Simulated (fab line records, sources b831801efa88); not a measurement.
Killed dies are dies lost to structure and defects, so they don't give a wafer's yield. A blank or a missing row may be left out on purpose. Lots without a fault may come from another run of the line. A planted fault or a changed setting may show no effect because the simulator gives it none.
Which tool did it? | flow sky130 | 11 lots, 29 wafers sampled, at 5 steps of a route of 708

WHAT THE GAUGES READ, wafer by wafer
SKY_METAL5_RS_MEAS_05: measures by four-point-probe.
lot  | measured     | on            | METAL5_ALCU_RS (ohm/sq)
L753 | day 44 07:35 | film_metro-03 | 0.0271 0.0272 0.0273
L751 | day 44 11:49 | film_metro-03 | 0.0281 0.0277 0.0278
L752 | day 44 15:37 | film_metro-02 | 0.0267 0.0268 0.0268
L755 | day 44 18:36 | film_metro-03 | 0.0271 0.0268 0.0270
L759 | day 45 22:40 | film_metro-03 | 0.0241 0.0241
L760 | day 46 03:58 | film_metro-03 | 0.0242 0.0242
L761 | day 46 11:34 | film_metro-02 | 0.0275 0.0271 0.0273
L763 | day 46 18:01 | film_metro-02 | 0.0275 0.0270 0.0273
L765 | day 47 13:55 | film_metro-02 | 0.0272 0.0271 0.0271
L769 | day 48 10:46 | film_metro-01 | 0.0266 0.0271 0.0269
L771 | day 48 17:05 | film_metro-03 | 0.0268 0.0269 0.0270

SKY_METAL5_THK_MEAS_06: measures by xrf.
lot  | measured     | on            | METAL5_ALCU_THK (nm)
L753 | day 44 07:42 | film_metro-03 | 1129 1123 1123
L751 | day 44 11:56 | film_metro-03 | 1084 1095 1092
L752 | day 44 15:44 | film_metro-02 | 1133 1128 1129
L755 | day 44 18:42 | film_metro-03 | 1119 1137 1121
L759 | day 46 02:25 | film_metro-03 | 1257 1268
L760 | day 46 07:20 | film_metro-03 | 1250 1257
L761 | day 46 11:41 | film_metro-02 | 1109 1121 1120
L763 | day 46 18:08 | film_metro-02 | 1102 1118 1112
L765 | day 47 14:02 | film_metro-02 | 1110 1112 1114
L769 | day 48 10:53 | film_metro-01 | 1150 1135 1131
L771 | day 48 17:13 | film_metro-03 | 1137 1131 1137

WHICH TOOL RAN EACH LOT (tool, then ch and the chambers of the sampled wafers, then the start)
lot  | SKY_VIA3_STRIP_16                    | SKY_VIA4_SPUTTER_17          | SKY_METAL5_SPUTTER_02
L753 | plasma_asher-03 ch 0,1, day 41 04:09 | pvd_sputter-04, day 44 06:43 | pvd_sputter-01, day 44 07:28
L751 | plasma_asher-01 ch 0,1, day 41 09:10 | pvd_sputter-03, day 44 10:58 | pvd_sputter-03, day 44 11:43
L752 | plasma_asher-01 ch 0,1, day 41 13:13 | pvd_sputter-02, day 44 14:46 | pvd_sputter-01, day 44 15:30
L755 | plasma_asher-04 ch 0,1, day 41 17:38 | pvd_sputter-02, day 44 17:42 | pvd_sputter-01, day 44 18:26
L759 | plasma_asher-03 ch 1, day 43 00:09   | pvd_sputter-02, day 45 21:47 | pvd_sputter-01, day 45 22:32
L760 | plasma_asher-04 ch 1, day 43 03:57   | pvd_sputter-02, day 46 03:07 | pvd_sputter-01, day 46 03:51
L761 | plasma_asher-04 ch 0, day 43 12:36   | pvd_sputter-04, day 46 10:21 | pvd_sputter-03, day 46 11:28
L763 | plasma_asher-01 ch 1, day 43 19:39   | pvd_sputter-04, day 46 17:08 | pvd_sputter-04, day 46 17:53
L765 | plasma_asher-01 ch 0,1, day 44 16:36 | pvd_sputter-03, day 47 13:03 | pvd_sputter-03, day 47 13:47
L769 | plasma_asher-01 ch 0,1, day 45 15:37 | pvd_sputter-02, day 48 09:53 | pvd_sputter-04, day 48 10:38
L771 | plasma_asher-04 ch 0,1, day 45 23:24 | pvd_sputter-03, day 48 16:14 | pvd_sputter-04, day 48 16:58
- SKY_VIA3_STRIP_16: strips in O2/N2.
- SKY_VIA4_SPUTTER_17: material TiN, target thk 20 nm, time 80 s.
- SKY_METAL5_SPUTTER_02: material AlCu, target thk 1150 nm, time 61.2 s.

WHAT THE TOOLS THEMSELVES READ (means of the sampled wafers that have a number; where no wafer has one, the mark that the record gives instead)
SKY_VIA3_STRIP_16.
lot  | tool            | drypump_motor_current_A (A) | oes_product_au (a.u.) | strip_time_to_endpoint_s (s)
L753 | plasma_asher-03 | 5.5                         | 0.399                 | 4.146
L751 | plasma_asher-01 | 5.9                         | 0.404                 | 4.147
L752 | plasma_asher-01 | 6.1                         | 0.403                 | 4.135
L755 | plasma_asher-04 | 6.6                         | 0.402                 | 4.124
L759 | plasma_asher-03 | 5.6                         | 0.402                 | 4.143
L760 | plasma_asher-04 | 6.8                         | 0.400                 | 4.148
L761 | plasma_asher-04 | 6.3                         | 0.405                 | 4.150
L763 | plasma_asher-01 | 6.3                         | 0.407                 | 4.169
L765 | plasma_asher-01 | 6.1                         | 0.400                 | 4.130
L769 | plasma_asher-01 | 6.1                         | 0.404                 | 4.164
L771 | plasma_asher-04 | 6.5                         | 0.399                 | 4.114

SKY_VIA4_SPUTTER_17.
lot  | tool           | cathode_dc_power_W (W) | throttle_valve_pct (%)
L753 | pvd_sputter-04 | 3999.3                 | 29.4
L751 | pvd_sputter-03 | 4000.8                 | 30.3
L752 | pvd_sputter-02 | 3999.9                 | 30.6
L755 | pvd_sputter-02 | 4000.5                 | 30.5
L759 | pvd_sputter-02 | 4000.0                 | 29.3
L760 | pvd_sputter-02 | 4000.4                 | 30.5
L761 | pvd_sputter-04 | 4000.3                 | 29.3
L763 | pvd_sputter-04 | 3999.6                 | 30.5
L765 | pvd_sputter-03 | 4000.1                 | 29.4
L769 | pvd_sputter-02 | 3999.4                 | 29.9
L771 | pvd_sputter-03 | 3999.2                 | 30.2

SKY_METAL5_SPUTTER_02.
lot  | tool           | cathode_dc_power_W (W) | throttle_valve_pct (%)
L753 | pvd_sputter-01 | 10599                  | 31.5
L751 | pvd_sputter-03 | 10599                  | 29.6
L752 | pvd_sputter-01 | 10598                  | 30.9
L755 | pvd_sputter-01 | 10600                  | 31.6
L759 | pvd_sputter-01 | 10602                  | 31.7
L760 | pvd_sputter-01 | 10600                  | 31.9
L761 | pvd_sputter-03 | 10600                  | 29.2
L763 | pvd_sputter-04 | 10601                  | 29.5
L765 | pvd_sputter-03 | 10602                  | 30.0
L769 | pvd_sputter-04 | 10601                  | 28.6
L771 | pvd_sputter-04 | 10601                  | 30.4

THE ANSWER, worked out from the rows above alone
Rule: what is usual is taken from the lots themselves. Put in order of their means at a reading, lots are off if they are a third of the lots or fewer, leave a main group of 4 or more, and stand apart from it by a gap of 3 or more times the standard deviation of the main group's means; of several such gaps the widest counts. A main group whose means are all the same, to the digits that the tables above print for the reading, isn't used. A lot without any number at a reading at which 4 lots or more have one is off too. The other lots that the step has rows for count as sound. The gauges are gone through in route order, then the tools' own readings, and for those a lot's mean is taken as printed above. The first step at which some lot is off is used, and at that step the reading that is off furthest; a lot without a number counts as furthest.
Off: L759, L760, at SKY_METAL5_RS_MEAS_05 (METAL5_ALCU_RS). The main group: mean 0.0271 ohm/sq, standard deviation 0.00031.
A tool fits if, at a process step before that reading, it ran every lot that is off, and no sound lot after the first of them. The gauges at SKY_METAL5_RS_MEAS_05 are tried like those tools. One fits: pvd_sputter-01 at SKY_METAL5_SPUTTER_02. Its last sound lot is L755 (day 44 18:26), its first lot that is off L759 (day 45 22:32): a fault that began between those two fits.

WHAT THE SIMULATOR HAD PUT IN
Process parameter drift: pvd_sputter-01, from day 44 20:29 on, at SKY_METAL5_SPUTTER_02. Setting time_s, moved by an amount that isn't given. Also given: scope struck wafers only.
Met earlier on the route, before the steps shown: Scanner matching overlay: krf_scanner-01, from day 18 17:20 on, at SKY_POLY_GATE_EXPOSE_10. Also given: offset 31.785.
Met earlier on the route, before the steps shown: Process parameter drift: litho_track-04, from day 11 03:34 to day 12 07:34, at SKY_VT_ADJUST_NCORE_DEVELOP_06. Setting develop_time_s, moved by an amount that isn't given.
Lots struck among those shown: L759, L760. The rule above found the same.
